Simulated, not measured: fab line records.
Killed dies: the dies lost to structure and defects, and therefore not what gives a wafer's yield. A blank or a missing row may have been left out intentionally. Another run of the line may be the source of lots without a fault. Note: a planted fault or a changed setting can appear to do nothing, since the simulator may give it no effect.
Which tool is to blame? ; flow sky130 ; 35 wafers from 12 lots sampled at 5 of the route's 708 steps

== WHAT THE GAUGES READ, wafer by wafer ==
SKY_VIA2_THK_MEAS_01.
lot;measured;on;VIA2_HDPCVD_THK (nm)
L414;day 35 10:23;film_metro-02;1198 1210 1217
L415;day 35 15:14;film_metro-02;1179 1164 1183
L416;day 36 01:53;film_metro-02;1160 1151 1167
L417;day 36 10:52;film_metro-04;1189 1177 1175
L418;day 36 14:38;film_metro-01;1188 1173 1174
L420;day 37 13:59;film_metro-01;1190 1175 1184
L421;day 38 03:05;film_metro-01;1180 1189 1168
L422;day 38 05:33;film_metro-01;1178 1186 1162
L424;day 39 00:15;film_metro-02;1190 1196 1192
L426;day 39 12:56;film_metro-02;1197 1180 1184
L429;day 40 11:34;film_metro-02;1154 1183 1170
L435;day 42 11:17;film_metro-01;1176 2041

== EACH LOT AND THE TOOL THAT RAN IT (in order: tool; ch and the chambers of the sampled wafers; start) ==
lot;SKY_CONTACT_CMP_27;SKY_METAL1_SPUTTER_02;SKY_METAL1_SPUTTER_04;SKY_VIA2_HDPCVD_00
L414;cmp-02 ch 0,3, day 31 19:02;pvd_sputter-01, day 31 19:22;pvd_sputter-01, day 31 19:25;hdpcvd-02 ch 0,2, day 35 10:15
L415;cmp-02 ch 0,1,3, day 32 00:28;pvd_sputter-04, day 32 00:49;pvd_sputter-04, day 32 00:52;hdpcvd-01 ch 0,2, day 35 15:06
L416;cmp-02 ch 1,2,3, day 32 12:11;pvd_sputter-04, day 32 12:29;pvd_sputter-04, day 32 12:31;hdpcvd-01 ch 0,1,2, day 36 01:45
L417;cmp-02 ch 0,2,3, day 32 21:02;pvd_sputter-04, day 32 21:23;pvd_sputter-04, day 32 21:26;hdpcvd-01 ch 0,1,2, day 36 10:44
L418;cmp-01 ch 0,3, day 33 01:32;pvd_sputter-01, day 33 01:53;pvd_sputter-01, day 33 01:56;hdpcvd-02 ch 0,1,2, day 36 14:30
L420;cmp-01 ch 0,1,3, day 34 00:14;pvd_sputter-04, day 34 00:32;pvd_sputter-04, day 34 00:34;hdpcvd-01 ch 0,2, day 37 13:50
L421;cmp-02 ch 2,3, day 34 13:23;pvd_sputter-03, day 34 13:41;pvd_sputter-03, day 34 13:44;hdpcvd-02 ch 0,1,2, day 38 02:59
L422;cmp-02 ch 0,2,3, day 34 17:11;pvd_sputter-03, day 34 17:32;pvd_sputter-03, day 34 17:34;hdpcvd-01 ch 0,2, day 38 05:25
L424;cmp-01 ch 0,1,3, day 35 10:20;pvd_sputter-03, day 35 10:32;pvd_sputter-03, day 35 10:34;hdpcvd-02 ch 0,2, day 39 00:08
L426;cmp-02 ch 1,2, day 36 00:59;pvd_sputter-01, day 36 01:20;pvd_sputter-01, day 36 01:23;hdpcvd-01 ch 0,1,2, day 39 12:48
L429;cmp-01 ch 0,1,3, day 37 02:37;pvd_sputter-04, day 37 02:58;pvd_sputter-04, day 37 03:01;hdpcvd-01 ch 0,1,2, day 40 11:26
L435;cmp-02 ch 3, day 39 04:14;pvd_sputter-03, day 39 04:32;pvd_sputter-03, day 39 04:34;hdpcvd-01 ch 0,1, day 42 11:08
- SKY_CONTACT_CMP_27: polishes, stops on SiO2, t overpolish 15 s, target thk 0 nm.
- SKY_METAL1_SPUTTER_02: material AlCu, target thk 250 nm, time 13.3 s.
- SKY_METAL1_SPUTTER_04: material TiN, target thk 70 nm, time 58.3 s.
- SKY_VIA2_HDPCVD_00: deposits SiO2, target thk 1180 nm, time 196.7 s.

== WHAT THE TOOLS THEMSELVES READ (means of the sampled wafers that have a number; where no wafer has one, the mark that the record gives instead) ==
SKY_CONTACT_CMP_27.
lot;tool;motor_current_A (A);overpolish_run_s (s);retaining_ring_pressure_frac;time_to_endpoint_s (s)
L414;cmp-02;11.0;14.999;0.995;87
L415;cmp-02;9.8;15.003;1.001;86
L416;cmp-02;9.7;15.000;1.007;83
L417;cmp-02;10.2;14.990;1.003;81
L418;cmp-01;13.6;15.000;1.002;84
L420;cmp-01;12.4;15.001;0.996;84
L421;cmp-02;10.5;14.990;0.999;83
L422;cmp-02;10.6;14.990;1.004;87
L424;cmp-01;12.5;14.999;1.006;85
L426;cmp-02;9.4;14.995;0.995;84
L429;cmp-01;12.5;15.005;1.000;84
L435;cmp-02;10.3;15.005;1.005;85

SKY_METAL1_SPUTTER_02.
lot;tool;throttle_valve_pct (%)
L414;pvd_sputter-01;29.9
L415;pvd_sputter-04;29.6
L416;pvd_sputter-04;29.7
L417;pvd_sputter-04;29.7
L418;pvd_sputter-01;30.5
L420;pvd_sputter-04;30.3
L421;pvd_sputter-03;30.3
L422;pvd_sputter-03;30.4
L424;pvd_sputter-03;30.2
L426;pvd_sputter-01;30.1
L429;pvd_sputter-04;30.4
L435;pvd_sputter-03;30.2

SKY_METAL1_SPUTTER_04.
lot;tool;throttle_valve_pct (%)
L414;pvd_sputter-01;30.1
L415;pvd_sputter-04;29.7
L416;pvd_sputter-04;29.7
L417;pvd_sputter-04;29.7
L418;pvd_sputter-01;30.5
L420;pvd_sputter-04;30.4
L421;pvd_sputter-03;30.4
L422;pvd_sputter-03;30.3
L424;pvd_sputter-03;30.2
L426;pvd_sputter-01;30.3
L429;pvd_sputter-04;30.3
L435;pvd_sputter-03;30.4

SKY_VIA2_HDPCVD_00.
lot;tool;susceptor_temp_C (C)
L414;hdpcvd-02;399.79
L415;hdpcvd-01;400.02
L416;hdpcvd-01;399.97
L417;hdpcvd-01;400.18
L418;hdpcvd-02;400.04
L420;hdpcvd-01;400.13
L421;hdpcvd-02;399.81
L422;hdpcvd-01;399.88
L424;hdpcvd-02;399.93
L426;hdpcvd-01;400.05
L429;hdpcvd-01;399.99
L435;hdpcvd-01;400.19

== THE ANSWER, worked out from the rows above alone ==
Rule: the usual values come from the lots themselves. Put in order of their means at a reading, lots are off if they are a third of the lots or fewer, leave a main group of 4 or more, and stand apart from it by a gap of 3 or more times the standard deviation of the main group's means; of several such gaps the widest counts. A main group is skipped when, at the precision printed for the reading in the tables above, its means are all equal. A lot without any number at a reading at which 4 lots or more have one is off too. All remaining lots with rows at the step are treated as sound. First the gauges in route order, then the tools' own readings, where a lot's mean is used as printed above. The first step at which some lot is off is used, and at that step the reading that is off furthest; a lot without a number counts as furthest.
Off: L435, at SKY_VIA2_THK_MEAS_01 (VIA2_HDPCVD_THK). Mean 1181 nm and standard deviation 12 in the main group.
If a tool, at a process step before that reading, ran all the lots that are off and no sound lot after the first of them, it fits. Gauges at SKY_VIA2_THK_MEAS_01: tried the same way as those tools. Can't be told from this: 4 tools fit, cmp-02 at SKY_CONTACT_CMP_27, pvd_sputter-03 at SKY_METAL1_SPUTTER_02 and SKY_METAL1_SPUTTER_04, hdpcvd-01 at SKY_VIA2_HDPCVD_00, film_metro-01 at SKY_VIA2_THK_MEAS_01.

== WHAT THE SIMULATOR HAD INSERTED ==
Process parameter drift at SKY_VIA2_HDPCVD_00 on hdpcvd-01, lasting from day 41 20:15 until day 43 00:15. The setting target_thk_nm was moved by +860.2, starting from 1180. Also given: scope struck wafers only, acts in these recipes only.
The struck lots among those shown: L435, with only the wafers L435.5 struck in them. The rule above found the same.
